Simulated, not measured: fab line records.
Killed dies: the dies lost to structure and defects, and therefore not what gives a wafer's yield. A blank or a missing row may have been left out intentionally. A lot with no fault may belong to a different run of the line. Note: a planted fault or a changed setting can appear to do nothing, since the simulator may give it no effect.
fab line records	flow sky130
record lots=11	wafers=32	last_day=50
route steps=708 shown CAPM@537 VIA3@594 CAP2M@606 PAD_OPEN@708
lots with no fault: from the same line, run without faults
start_h: start of the lot's first displayed wafer, in hours after the record's first day	wait_h: time in hours since the lot's previous step	" unchanged from the row above	L1.1+2: one row covering several wafers at once	- either no value or no given start	* or withheld: withheld	< > ~ a bound
route shown NAME@n: names a module that has steps shown in the file, with the first one's number in the route	usual: average and standard deviation across the fault-free wafers	same: alike in all rows	chamber/n: place in a boat	sites: readings site by site	_std_site: how widely they spread, as a standard deviation	_edge_site: the outer-site mean with the inner-site mean subtracted	radius_mm: how far each site lies from the wafer's centre	mask NAME#n: copy n	behind: the last tool/chamber to shape the wafer	hold: cause of the lot's hold/its duration in hours/its outcome	device: names the non-switching transistor (n, p or np)	end of line: at the end of the route, the tests of the same wafers	where a step has no rows: the recipe by itself	killed: not the wafer's yield, but the dies lost to structure and defects at the first sort	map: a wafer's dies, marking killed ones x, the rest . and places with no die _
set.NAME: the run value of the setting; set.NAME@STEP: its run value at that earlier step	model.NAME: the simulator's own value behind a step, which no gauge read
a sample of lots followed through the steps of the route, with each step as a table and each wafer as a row
services: the hour from which a tool's chamber was out of use, counted from the record's first day as start_h (under 0 if before that day), plus the number of hours and why
## steps
# step SKY_CAPM_CVD_00
# recipe material=SiO2	target_thk_nm=15.5	temp_c=400	time_s=withheld	rf_w=450
# usual heater_power_w=686/120	rf_fwd_power_W=440.4/2.1
lot.wafer	tool	chamber	start_h	wait_h	heater_power_w	rf_fwd_power_W
L685.1	pecvd-02	0	844.62	0.0	621	440.6
L685.4	"	0	"	"	629	440.8
L685.6	"	2	"	"	560	437.5
L686.1	pecvd-03	0	854.22	0.0	646	444.6
L686.2	"	1	"	"	732	438.1
L686.6	"	0	"	"	623	442.9
L687.3	pecvd-03	1	866.25	0.0	647	439.3
L687.5	"	2	"	"	707	442.5
L687.6	"	1	"	"	648	436.8
L690.1	pecvd-04	0	895.25	0.0	798	439.8
L690.2	"	1	"	"	746	442.0
L690.3	"	2	"	"	920	438.0
L693.2	pecvd-02	0	914.68	0.0	740	441.8
L693.5	"	0	"	"	752	439.4
L693.6	"	2	"	"	545	437.5
L697.1	pecvd-03	1	942.45	0.0	701	440.9
L697.4	"	1	"	"	689	438.7
L697.5	"	2	"	"	700	437.8
L698.2	pecvd-04	0	951.38	0.0	720	438.7
L698.5	"	1	"	"	710	438.0
L698.6	"	0	"	"	704	438.3
L699.2	pecvd-03	1	955.73	0.0	673	439.6
L699.3	"	0	"	"	600	444.1
L699.6	"	1	"	"	681	438.0
L701.1	pecvd-02	1	963.18	0.0	601	442.1
L701.2	"	0	"	"	679	441.0
L702.2	pecvd-03	0	974.19	0.0	524	443.5
L702.3	"	1	"	"	590	438.7
L702.5	"	0	"	"	519	443.9
L707.1	pecvd-02	1	1003.89	0.0	587	444.0
L707.3	"	0	"	"	730	441.1
L707.5	"	0	"	"	710	440.8
# step SKY_VIA3_CVD_21
# recipe material=W	target_thk_nm=390	time_s=117.31	temp_c=400	pressure_torr=40
# usual heater_power_w=758/78
lot.wafer	tool	chamber	start_h	wait_h	heater_power_w
L685.1	cvd_w-01	1	923.48	0.0	692
L685.4	"	1	"	"	695
L685.6	"	1	"	"	679
L686.1	cvd_w-01	1	933.60	0.0	684
L686.2	"	0	"	"	866
L686.6	"	0	"	"	857
L687.3	cvd_w-02	0	945.00	0.1	670
L687.5	"	0	"	"	693
L687.6	"	1	"	"	808
L690.1	cvd_w-01	0	972.55	0.0	865
L690.2	"	1	"	"	686
L690.3	"	1	"	"	693
L693.2	cvd_w-01	0	991.18	0.0	863
L693.5	"	1	"	"	668
L693.6	"	0	"	"	866
L697.1	cvd_w-02	0	1016.48	0.0	667
L697.4	"	0	"	"	679
L697.5	"	0	"	"	689
L698.2	cvd_w-01	0	1025.70	0.0	838
L698.5	"	1	"	"	696
L698.6	"	0	"	"	859
L699.2	cvd_w-01	0	1029.11	0.0	854
L699.3	"	1	"	"	685
L699.6	"	1	"	"	684
L701.1	cvd_w-01	1	1036.59	0.0	699
L701.2	"	0	"	"	861
L702.2	cvd_w-02	1	1047.00	0.0	812
L702.3	"	0	"	"	678
L702.5	"	0	"	"	678
L707.1	cvd_w-01	0	1073.55	0.0	868
L707.3	"	1	"	"	673
L707.5	"	0	"	"	859
# step SKY_VIA3_RS_MEAS_22
# recipe thk_meas_gauge=four-point-probe	reads=W_of_VIA3_CVD_21+TiN_of_VIA3_SPUTTER_20
# usual VIA3_W_RS=0.296/0.0036
lot.wafer	tool	chamber	start_h	wait_h	VIA3_W_RS[ohm/sq]
L685.1	film_metro-04	-	923.72	0.2	0.300
L685.4	"	-	"	"	0.303
L685.6	"	-	"	"	0.303
L686.1	film_metro-02	-	933.72	0.1	0.297
L686.2	"	-	"	"	0.294
L686.6	"	-	"	"	0.293
L687.3	film_metro-03	-	945.13	0.1	0.293
L687.5	"	-	"	"	0.292
L687.6	"	-	"	"	0.295
L690.1	film_metro-03	-	972.68	0.1	0.290
L690.2	"	-	"	"	0.299
L690.3	"	-	"	"	0.294
L693.2	film_metro-03	-	991.32	0.1	0.294
L693.5	"	-	"	"	0.301
L693.6	"	-	"	"	0.296
L697.1	film_metro-02	-	1016.60	0.1	0.298
L697.4	"	-	"	"	0.293
L697.5	"	-	"	"	0.292
L698.2	film_metro-04	-	1025.84	0.1	0.294
L698.5	"	-	"	"	0.293
L698.6	"	-	"	"	0.291
L699.2	film_metro-02	-	1029.25	0.1	0.282
L699.3	"	-	"	"	0.300
L699.6	"	-	"	"	0.297
L701.1	film_metro-04	-	1036.71	0.1	0.294
L701.2	"	-	"	"	0.277
L702.2	film_metro-03	-	1047.14	0.1	0.293
L702.3	"	-	"	"	0.291
L702.5	"	-	"	"	0.293
L707.1	film_metro-04	-	1073.67	0.1	0.294
L707.3	"	-	"	"	0.299
L707.5	"	-	"	"	0.283
# step SKY_VIA3_THK_MEAS_23
# recipe thk_meas_gauge=xrf	reads=W_of_VIA3_CVD_21
# usual VIA3_W_THK=386/5.9
lot.wafer	tool	chamber	start_h	wait_h	VIA3_W_THK[nm]
L685.1	film_metro-04	-	923.84	0.1	379
L685.4	"	-	"	"	371
L685.6	"	-	"	"	374
L686.1	film_metro-02	-	933.84	0.1	381
L686.2	"	-	"	"	384
L686.6	"	-	"	"	386
L687.3	film_metro-03	-	945.23	0.1	393
L687.5	"	-	"	"	393
L687.6	"	-	"	"	390
L690.1	film_metro-03	-	972.80	0.1	403
L690.2	"	-	"	"	386
L690.3	"	-	"	"	394
L693.2	film_metro-03	-	991.43	0.1	393
L693.5	"	-	"	"	381
L693.6	"	-	"	"	389
L697.1	film_metro-02	-	1016.72	0.1	385
L697.4	"	-	"	"	393
L697.5	"	-	"	"	395
L698.2	film_metro-04	-	1025.95	0.1	389
L698.5	"	-	"	"	388
L698.6	"	-	"	"	389
L699.2	film_metro-02	-	1029.36	0.1	409
L699.3	"	-	"	"	382
L699.6	"	-	"	"	386
L701.1	film_metro-04	-	1036.83	0.1	383
L701.2	"	-	"	"	405
L702.2	film_metro-03	-	1047.25	0.1	394
L702.3	"	-	"	"	395
L702.5	"	-	"	"	393
L707.1	film_metro-04	-	1073.79	0.1	382
L707.3	"	-	"	"	375
L707.5	"	-	"	"	397
# step SKY_CAP2M_RS_MEAS_03
# recipe thk_meas_gauge=four-point-probe	reads=TiN_of_CAP2M_SPUTTER_02
# usual CAP2M_TIN_RS=6.92/0.079
lot.wafer	tool	chamber	start_h	wait_h	CAP2M_TIN_RS[ohm/sq]
L685.1	film_metro-04	-	924.55	0.1	7.08
L685.4	"	-	"	"	7.07
L685.6	"	-	"	"	7.06
L686.1	film_metro-02	-	934.55	0.1	6.91
L686.2	"	-	"	"	6.94
L686.6	"	-	"	"	6.88
L687.3	film_metro-04	-	945.95	0.1	6.86
L687.5	"	-	"	"	6.84
L687.6	"	-	"	"	6.90
L690.1	film_metro-04	-	973.50	0.1	6.90
L690.2	"	-	"	"	6.91
L690.3	"	-	"	"	6.91
L693.2	film_metro-01	-	992.16	0.1	6.93
L693.5	"	-	"	"	6.93
L693.6	"	-	"	"	6.95
L697.1	film_metro-01	-	1017.76	0.1	6.97
L697.4	"	-	"	"	7.00
L697.5	"	-	"	"	7.02
L698.2	film_metro-02	-	1026.67	0.1	7.00
L698.5	"	-	"	"	6.97
L698.6	"	-	"	"	7.02
L699.2	film_metro-01	-	1030.08	0.1	6.97
L699.3	"	-	"	"	7.03
L699.6	"	-	"	"	6.98
L701.1	film_metro-04	-	1037.54	0.1	6.99
L701.2	"	-	"	"	7.06
L702.2	film_metro-01	-	1047.96	0.1	6.63
L702.3	"	-	"	"	6.68
L702.5	"	-	"	"	6.68
L707.1	film_metro-02	-	1074.50	0.1	6.91
L707.3	"	-	"	"	6.87
L707.5	"	-	"	"	6.93
# step SKY_CAP2M_STRIP_14
# recipe chemistry=O2/N2	power_w=1400	pressure_mtorr=1500	platen_temp_c=withheld	o2_flow_sccm=3000	n2_flow_sccm=300	overash_fraction=0.5
# usual drypump_motor_current_A=5.8/0.62	oes_product_au=0.710/0.0046	strip_time_to_endpoint_s=12.67/0.044
# same overash_fraction=0.5
lot.wafer	tool	chamber	start_h	wait_h	drypump_motor_current_A	oes_product_au	rf_hours_counter_h	strip_time_to_endpoint_s
L685.1	plasma_asher-03	1	948.36	0.1	6.4	0.707	22	12.62
L685.4	"	1	"	"	6.4	0.705	-	12.61
L685.6	"	1	"	"	6.4	0.707	-	12.65
L686.1	plasma_asher-03	1	957.92	0.1	6.4	0.712	23	12.70
L686.2	"	0	"	"	5.4	0.704	23	12.70
L686.6	"	0	"	"	5.4	0.711	-	12.71
L687.3	plasma_asher-03	0	969.41	0.1	5.4	0.707	-	12.68
L687.5	"	0	"	"	5.4	0.713	-	12.66
L687.6	"	1	"	"	6.4	0.707	-	12.71
L690.1	plasma_asher-02	0	996.64	0.1	6.6	0.715	50	12.67
L690.2	"	1	"	"	5.8	0.706	50	12.70
L690.3	"	0	"	"	6.6	0.709	-	12.65
L693.2	plasma_asher-03	0	1015.54	0.1	5.5	0.708	29	12.59
L693.5	"	1	"	"	6.4	0.707	-	12.65
L693.6	"	0	"	"	5.4	0.699	-	12.64
L697.1	plasma_asher-01	0	1040.71	0.1	5.0	0.715	93	12.70
L697.4	"	1	"	"	4.8	0.713	-	12.63
L697.5	"	1	"	"	4.8	0.709	-	12.65
L698.2	plasma_asher-03	0	1048.77	0.1	5.4	0.713	32	12.59
L698.5	"	1	"	"	6.4	0.710	-	12.63
L698.6	"	0	"	"	5.4	0.710	-	12.63
L699.2	plasma_asher-02	1	1052.17	0.1	5.7	0.703	55	12.68
L699.3	"	0	"	"	6.5	0.713	-	12.73
L699.6	"	0	"	"	6.6	0.713	-	12.71
L701.1	plasma_asher-03	1	1059.02	0.1	6.4	0.714	33	12.68
L701.2	"	0	"	"	5.4	0.717	33	12.72
L702.2	plasma_asher-02	0	1069.87	0.1	6.5	0.714	57	12.58
L702.3	"	1	"	"	5.7	0.714	-	12.60
L702.5	"	0	"	"	6.5	0.701	-	12.60
L707.1	plasma_asher-02	0	1095.22	0.1	6.6	0.708	60	12.68
L707.3	"	1	"	"	5.7	0.712	-	12.67
L707.5	"	0	"	"	6.5	0.707	-	12.64
# step SKY_PAD_OPEN_PROBE_99
# usual defect_limited_yield=82.8/2.1	killed_at_M0_to_M3=43/7.7	killed_at_M4_up=3.1/1.7	killed_at_contacts=23/4.8	killed_at_front_end=15/4.5	killed_at_other=0.3/0.58	killed_dies=85/10	killed_open=46/7.5	killed_short=38/6.5	sort_bin_3_pad_short=0.8/0.38	sort_bin_5_function=10.3/1.7	sort_bin_6_memory=6.1/1.1	sort_n_pass=407/10	sort_yield_pct=82.8/2.1
# same gross_dies=492	killed_at_back_side=0	sort_bin_4_leakage[%]=0	sort_bin_8_speed[%]=0
lot.wafer	tool	chamber	start_h	wait_h	defect_limited_yield[%]	killed_at_M0_to_M3	killed_at_M4_up	killed_at_contacts	killed_at_front_end	killed_at_other	killed_dies	killed_open	killed_short	sort_bin_3_pad_short[%]	sort_bin_5_function[%]	sort_bin_6_memory[%]	sort_n_pass	sort_yield_pct[%]
L693.2	prober-01	-	1129.23	0.1	83.1	46	3	24	10	0	83	48	35	1.0	10.0	5.9	409	83.1
L693.5	prober-01	-	1129.38	0.2	81.3	61	3	18	10	0	92	46	46	0.4	11.8	6.5	400	81.3
L693.6	prober-01	-	1129.43	0.2	85.8	37	2	22	9	0	70	35	35	1.0	7.3	5.9	422	85.8
L697.1	prober-02	-	1152.42	0.1	80.3	62	3	18	12	2	97	49	47	1.0	12.6	6.1	395	80.3
L697.4	prober-02	-	1152.57	0.2	82.5	41	2	30	13	0	86	47	39	1.0	11.0	5.5	406	82.5
L697.5	prober-02	-	1152.62	0.2	81.1	44	2	30	17	0	93	50	43	1.2	10.2	7.5	399	81.1
L698.2	prober-01	-	1157.80	0.1	88.0	32	2	17	7	1	59	38	21	0.4	7.5	4.1	433	88.0
L698.5	prober-01	-	1157.95	0.2	80.3	58	3	21	15	0	97	63	34	0.6	12.8	6.3	395	80.3
L698.6	prober-01	-	1158.00	0.2	83.9	47	2	20	10	0	79	41	38	0.4	8.5	7.1	413	83.9
L699.2	prober-02	-	1159.34	0.1	82.9	42	2	17	23	0	84	48	36	0.4	10.6	6.1	408	82.9
L699.3	prober-02	-	1159.39	0.2	84.3	36	2	21	18	0	77	38	39	0.8	11.4	3.5	415	84.3
L699.6	prober-02	-	1159.54	0.2	82.7	35	1	26	23	0	85	44	41	0.6	11.2	5.5	407	82.7
L702.2	prober-01	-	1173.73	0.1	84.3	35	4	22	15	1	77	46	31	0.6	9.8	5.3	415	84.3
L702.3	prober-01	-	1173.78	0.2	81.7	50	1	23	15	1	90	49	41	0.8	11.4	6.1	402	81.7
L702.5	prober-01	-	1173.88	0.2	82.9	38	3	23	19	1	84	46	38	0.6	10.8	5.7	408	82.9
# killed by level:class
L693.2 CONTACT:geometric_particle:open=10 METAL2:geometric_particle:short=8 VIA3:geometric_particle:open=8 VIA1:geometric_particle:open=7 METAL1:geometric_particle:short=5 VIA2:geometric_particle:open=4 POLY_GATE:geometric_particle:open=4 LI_CONTACT:geometric_particle:open=4
L693.5 VIA1:geometric_particle:open=13 METAL1:geometric_particle:short=9 CONTACT:geometric_particle:open=9 METAL2:geometric_particle:short=8 VIA3:geometric_particle:open=7 METAL3:geometric_particle:short=5 CONTACT:geometric_particle:short=5 VIA1:geometric_particle:short=5
L693.6 VIA1:geometric_particle:open=7 LI_CONTACT:geometric_particle:open=6 CONTACT:geometric_particle:open=6 VIA1:geometric_particle:short=6 METAL1:geometric_particle:short=5 LOCAL_INTERCONNECT:geometric_particle:short=4 CONTACT:geometric_particle:short=4 VIA2:geometric_particle:open=4
L697.1 VIA2:geometric_particle:open=12 VIA1:geometric_particle:open=11 METAL1:geometric_particle:short=8 METAL2:geometric_particle:short=7 LI_CONTACT:geometric_particle:open=6 CONTACT:geometric_particle:open=6 VIA2:geometric_particle:short=5 VIA3:geometric_particle:short=5
L697.4 CONTACT:geometric_particle:open=14 VIA1:geometric_particle:open=11 VIA3:geometric_particle:open=7 POLY_GATE:geometric_particle:short=6 LOCAL_INTERCONNECT:geometric_particle:short=6 VIA1:geometric_particle:short=6 LI_CONTACT:geometric_particle:open=4 METAL1:geometric_particle:short=4
L697.5 LI_CONTACT:geometric_particle:open=11 VIA3:geometric_particle:open=10 CONTACT:geometric_particle:open=7 CONTACT:geometric_particle:short=7 VIA1:geometric_particle:open=7 METAL1:geometric_particle:short=6 VIA2:geometric_particle:short=6 VIA2:geometric_particle:open=5
L698.2 VIA2:geometric_particle:open=9 METAL1:geometric_particle:short=8 LI_CONTACT:geometric_particle:open=6 CONTACT:geometric_particle:open=6 VIA1:geometric_particle:open=4 VIA3:geometric_particle:open=3 METAL2:geometric_particle:short=3 FIELD_ISO:geometric_particle:open=2
L698.5 VIA1:geometric_particle:open=15 LI_CONTACT:geometric_particle:open=11 VIA2:geometric_particle:open=11 VIA1:geometric_particle:short=10 CONTACT:geometric_particle:open=6 METAL1:geometric_particle:short=6 FIELD_ISO:geometric_particle:open=5 POLY_GATE:geometric_particle:open=5
L698.6 VIA1:geometric_particle:open=12 LI_CONTACT:geometric_particle:open=8 VIA1:geometric_particle:short=6 VIA2:geometric_particle:open=6 METAL1:geometric_particle:short=5 FIELD_ISO:geometric_particle:short=4 CONTACT:geometric_particle:open=4 METAL2:geometric_particle:short=4
L699.2 VIA1:geometric_particle:open=12 VIA2:geometric_particle:open=8 FIELD_ISO:geometric_particle:short=7 CONTACT:geometric_particle:open=7 VIA1:geometric_particle:short=6 VIA3:geometric_particle:short=6 FIELD_ISO:geometric_particle:open=5 VIA2:geometric_particle:short=5
L699.3 CONTACT:geometric_particle:open=9 VIA1:geometric_particle:open=7 LOCAL_INTERCONNECT:geometric_particle:short=5 VIA1:geometric_particle:short=5 METAL2:geometric_particle:short=5 SPACER:geometric_particle:short=4 LI_CONTACT:geometric_particle:open=4 METAL1:geometric_particle:short=4
L699.6 CONTACT:geometric_particle:open=11 VIA1:geometric_particle:open=8 LOCAL_INTERCONNECT:geometric_particle:short=7 FIELD_ISO:geometric_particle:short=6 FIELD_ISO:geometric_particle:open=6 VIA3:geometric_particle:open=6 METAL1:geometric_particle:short=5 VIA2:geometric_particle:open=5
L702.2 METAL1:geometric_particle:short=9 LI_CONTACT:geometric_particle:open=8 CONTACT:geometric_particle:open=8 VIA1:geometric_particle:open=7 FIELD_ISO:geometric_particle:open=6 METAL2:geometric_particle:short=5 LOCAL_INTERCONNECT:geometric_particle:short=4 FIELD_ISO:geometric_particle:short=3
L702.3 VIA1:geometric_particle:open=11 CONTACT:geometric_particle:open=9 LI_CONTACT:geometric_particle:open=7 METAL1:geometric_particle:short=7 METAL3:geometric_particle:short=6 VIA1:geometric_particle:short=5 VIA3:geometric_particle:open=5 VIA3:geometric_particle:short=4
L702.5 VIA2:geometric_particle:open=12 VIA3:geometric_particle:open=8 LI_CONTACT:geometric_particle:open=7 LOCAL_INTERCONNECT:geometric_particle:short=6 METAL2:geometric_particle:short=5 FIELD_ISO:geometric_particle:open=4 FIELD_ISO:geometric_particle:short=4 SPACER:geometric_particle:short=4
## services
tool	chamber	start_h	hours	kind
plasma_asher-02	-	837.87	0.9	repair
cvd_w-01	-	861.03	1.5	repair
pecvd-04	2	861.13	6.7	repair
pecvd-02	-	869.05	2.8	pm
plasma_asher-01	-	879.74	0.4	repair
cvd_w-01	-	904.00	14.0	pm
cvd_w-01	0	904.00	23.7	vent_cycle
cvd_w-01	1	904.00	14.0	vent_cycle
pecvd-04	2	904.84	2.0	repair
cvd_w-02	0	910.81	16.9	repair
pecvd-03	0	913.97	13.9	repair
cvd_w-01	0	915.13	12.6	repair
cvd_w-01	0	918.00	-	clean
cvd_w-01	1	918.00	-	clean
pecvd-04	-	920.88	1.4	repair
plasma_asher-03	-	936.56	0.6	repair
plasma_asher-03	-	966.15	0.8	repair
cvd_w-02	-	997.82	4.3	pm
plasma_asher-01	-	1004.45	1.8	repair
pecvd-03	1	1006.61	2.5	repair
pecvd-02	-	1020.39	0.8	repair
pecvd-02	-	1042.18	1.3	repair
plasma_asher-02	-	1077.38	2.8	pm
pecvd-03	-	1082.49	5.5	pm
## key
first_sign step=SKY_VIA3_RS_MEAS_22	reading=VIA3_W_RS	direction=down	sigmas=4.2	usual=0.296	struck=0.280
effect step=SKY_VIA3_THK_MEAS_23	reading=VIA3_W_THK	direction=up	sigmas=3	usual=386	struck=404
met_at SKY_VIA3_CVD_21
struck_lots L699,L701,L707
struck_wafers L699.2,L701.2,L707.5
not_acting_at SKY_CAPM_CVD_00,SKY_CAP2M_RS_MEAS_03,SKY_CAP2M_STRIP_14
onset_between 1025.70 1029.11
fault kind=process_parameter_drift	tool=cvd_w-01	chamber=-	onset_h=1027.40	steps=SKY_VIA3_CVD_21	channel=target_thk_nm	offset=18.062	shape=step	end_h=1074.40	scope=struck_wafers_only	acts_in=these_recipes_only	stated=390
